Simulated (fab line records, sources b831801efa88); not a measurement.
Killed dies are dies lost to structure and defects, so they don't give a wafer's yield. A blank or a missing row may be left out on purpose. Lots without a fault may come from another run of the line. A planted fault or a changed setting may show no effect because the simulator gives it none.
Which tool did it? | flow gf180mcu | 11 lots, 33 wafers sampled, at 6 steps of a route of 602

WHAT THE GAUGES READ, wafer by wafer
GF_STI_BOW_MEAS_00.
lot  | measured    | on            | INCOMING_BOW (um)
L362 | day 1 10:01 | film_metro-04 | 3 -9 4
L363 | day 1 15:01 | film_metro-04 | 1 8 -11
L364 | day 1 20:00 | film_metro-03 | -6 1 -10
L365 | day 2 01:00 | film_metro-04 | -5 10 -10
L366 | day 2 06:00 | film_metro-03 | 9 5 3
L369 | day 2 21:00 | film_metro-02 | 8 -7 3
L370 | day 3 02:02 | film_metro-04 | 17 1 2
L372 | day 3 12:00 | film_metro-02 | 6 -8 0
L382 | day 5 14:01 | film_metro-03 | -9 12 -9
L384 | day 6 00:02 | film_metro-04 | -4 3 -8
L385 | day 6 05:00 | film_metro-02 | -1 -2 10

GF_STI_THK_MEAS_04.
lot  | measured    | on            | STI_CVD_03_THK (nm)
L362 | day 1 13:34 | film_metro-02 | 234.0 235.0 233.2
L363 | day 1 19:04 | film_metro-02 | 232.6 231.0 233.5
L364 | day 2 02:49 | film_metro-03 | 231.5 232.2 234.0
L365 | day 2 05:44 | film_metro-02 | 229.0 231.1 233.2
L366 | day 2 11:12 | film_metro-02 | 230.6 231.6 231.3
L369 | day 3 00:49 | film_metro-04 | 231.3 229.6 231.3
L370 | day 3 05:35 | film_metro-04 | 231.9 230.0 231.8
L372 | day 3 17:47 | film_metro-03 | 336.1 334.5 337.3
L382 | day 5 17:34 | film_metro-04 | 229.6 229.7 230.3
L384 | day 6 03:35 | film_metro-04 | 230.2 231.1 231.9
L385 | day 6 09:35 | film_metro-04 | 233.3 232.9 233.1

GF_MVSD_TW_MEAS_11.
lot  | measured     | on            | MVSD_TW
L362 | day 4 09:35  | film_metro-01 | 1607 1607 1601
L363 | day 4 18:49  | film_metro-01 | 1609 1613 1605
L364 | day 5 02:22  | film_metro-03 | 1580 1575 1581
L365 | day 5 05:19  | film_metro-04 | 1615 1620 1617
L366 | day 5 11:41  | film_metro-04 | 1609 1608 1616
L369 | day 6 05:24  | film_metro-03 | 1573 1578 1574
L370 | day 6 10:07  | film_metro-01 | 1608 1607 1609
L382 | day 9 06:20  | film_metro-04 | 1624 1609 1614
L384 | day 9 17:31  | film_metro-03 | 1574 1572 1578
L385 | day 10 00:57 | film_metro-04 | 1620 1622 1636

WHICH TOOL RAN EACH LOT (tool, then ch and the chambers of the sampled wafers, then the start)
lot  | GF_STI_CVD_03              | GF_STI_ETCH_13                    | GF_STI_ETCH_14
L362 | lpcvd-01 ch 1, day 1 11:34 | rie_diel-02 ch 0,3, day 2 01:28   | rie_si-02 ch 0,1, day 2 01:32
L363 | lpcvd-02 ch 0, day 1 17:04 | rie_diel-03 ch 1,3, day 2 06:44   | rie_si-01 ch 0,3, day 2 06:49
L364 | lpcvd-02 ch 0, day 1 23:50 | rie_diel-03 ch 2,3, day 2 15:22   | rie_si-02 ch 0,1, day 2 15:26
L365 | lpcvd-01 ch 1, day 2 03:46 | rie_diel-03 ch 1,2,3, day 2 18:11 | rie_si-01 ch 1,2,3, day 2 18:16
L366 | lpcvd-01 ch 0, day 2 09:13 | rie_diel-01 ch 0,1,3, day 2 23:29 | rie_si-01 ch 1,2,3, day 2 23:34
L369 | lpcvd-01 ch 1, day 2 22:50 | rie_diel-03 ch 1,3, day 3 13:23   | rie_si-01 ch 0,3, day 3 13:28
L370 | lpcvd-01 ch 0, day 3 03:34 | rie_diel-01 ch 0,1,3, day 3 18:34 | rie_si-02 ch 1,3, day 3 18:38
L372 | lpcvd-02 ch 0, day 3 15:48 | rie_diel-01 ch 0,2, day 4 07:22   | rie_si-01 ch 0,2,3, day 4 07:26
L382 | lpcvd-01 ch 1, day 5 15:34 | rie_diel-02 ch 1,2,3, day 6 08:50 | rie_si-01 ch 0,1,3, day 6 08:55
L384 | lpcvd-01 ch 0, day 6 01:35 | rie_diel-02 ch 0,2, day 6 18:50   | rie_si-02 ch 1,2, day 6 18:55
L385 | lpcvd-01 ch 0, day 6 06:37 | rie_diel-01 ch 0,1,3, day 7 00:22 | rie_si-01 ch 0,1,3, day 7 00:26
- GF_STI_CVD_03: deposits Si3N4 from DCS/NH3, target thk 207.16 nm, time 3551 s.
- GF_STI_ETCH_13: etches the open film in CHF3/O2, stops on Si, target depth 282.31 nm, time 112.9 s.
- GF_STI_ETCH_14: etches Si in HBr/Cl2/O2, target depth 360 nm, time 102.9 s.

WHAT THE TOOLS THEMSELVES READ (means of the sampled wafers that have a number; where no wafer has one, the mark that the record gives instead)
GF_STI_ETCH_13.
lot  | tool        | drypump_motor_current_A (A) | oes_product_au (a.u.) | throttle_valve_pct (%)
L362 | rie_diel-02 | 4.9                         | 0.893                 | 8.820
L363 | rie_diel-03 | 5.8                         | 0.888                 | 8.826
L364 | rie_diel-03 | 6.3                         | 0.885                 | 8.834
L365 | rie_diel-03 | 6.0                         | 0.891                 | 8.823
L366 | rie_diel-01 | 5.9                         | 0.886                 | 8.817
L369 | rie_diel-03 | 5.8                         | 0.889                 | 8.823
L370 | rie_diel-01 | 5.9                         | 0.883                 | 8.817
L372 | rie_diel-01 | 5.5                         | 0.994                 | 8.852
L382 | rie_diel-02 | 5.3                         | 0.882                 | 8.826
L384 | rie_diel-02 | 5.5                         | 0.885                 | 8.829
L385 | rie_diel-01 | 5.9                         | 0.889                 | 8.834

GF_STI_ETCH_14.
lot  | tool      | HBr_flow_sccm (sccm) | drypump_motor_current_A (A) | mfc_cl2_sccm (sccm) | oes_product_au (a.u.) | throttle_valve_pct (%)
L362 | rie_si-02 | 149.6                | 5.6                         | 40.08               | 1.003                 | 25.654
L363 | rie_si-01 | 150.0                | 5.8                         | 39.85               | 0.990                 | 25.663
L364 | rie_si-02 | 150.0                | 5.6                         | 39.95               | 1.009                 | 25.656
L365 | rie_si-01 | 150.2                | 5.7                         | 40.05               | 0.997                 | 25.659
L366 | rie_si-01 | 149.8                | 5.7                         | 39.96               | 0.992                 | 25.656
L369 | rie_si-01 | 150.3                | 5.8                         | 39.88               | 0.988                 | 25.657
L370 | rie_si-02 | 150.2                | 5.8                         | 39.95               | 1.001                 | 25.647
L372 | rie_si-01 | 149.9                | 5.7                         | 39.91               | 0.349                 | 26.096
L382 | rie_si-01 | 149.9                | 5.5                         | 40.00               | 0.997                 | 25.651
L384 | rie_si-02 | 150.0                | 6.0                         | 39.98               | 1.005                 | 25.652
L385 | rie_si-01 | 150.3                | 5.5                         | 39.93               | 0.996                 | 25.660

THE ANSWER, worked out from the rows above alone
Rule: what is usual is taken from the lots themselves. Put in order of their means at a reading, lots are off if they are a third of the lots or fewer, leave a main group of 4 or more, and stand apart from it by a gap of 3 or more times the standard deviation of the main group's means; of several such gaps the widest counts. A main group whose means are all the same, to the digits that the tables above print for the reading, isn't used. A lot without any number at a reading at which 4 lots or more have one is off too. The other lots that the step has rows for count as sound. The gauges are gone through in route order, then the tools' own readings, and for those a lot's mean is taken as printed above. The first step at which some lot is off is used, and at that step the reading that is off furthest; a lot without a number counts as furthest.
Off: L372, at GF_STI_THK_MEAS_04 (STI_CVD_03_THK). The main group: mean 231.7 nm, standard deviation 1.2.
A tool fits if, at a process step before that reading, it ran every lot that is off, and no sound lot after the first of them. The gauges at GF_STI_THK_MEAS_04 aren't tried: what is off there is off at GF_STI_ETCH_13 too, on other tools, and a gauge's error can't cause that. One fits: lpcvd-02 at GF_STI_CVD_03. Its last sound lot is L364 (day 1 23:50), its first lot that is off L372 (day 3 15:48): a fault that began between those two fits.

WHAT THE SIMULATOR HAD PUT IN
Process parameter drift: lpcvd-02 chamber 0, from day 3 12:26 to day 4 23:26, at GF_STI_CVD_03. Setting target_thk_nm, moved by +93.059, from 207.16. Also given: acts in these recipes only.
Lots struck among those shown: L372. The rule above found the same.
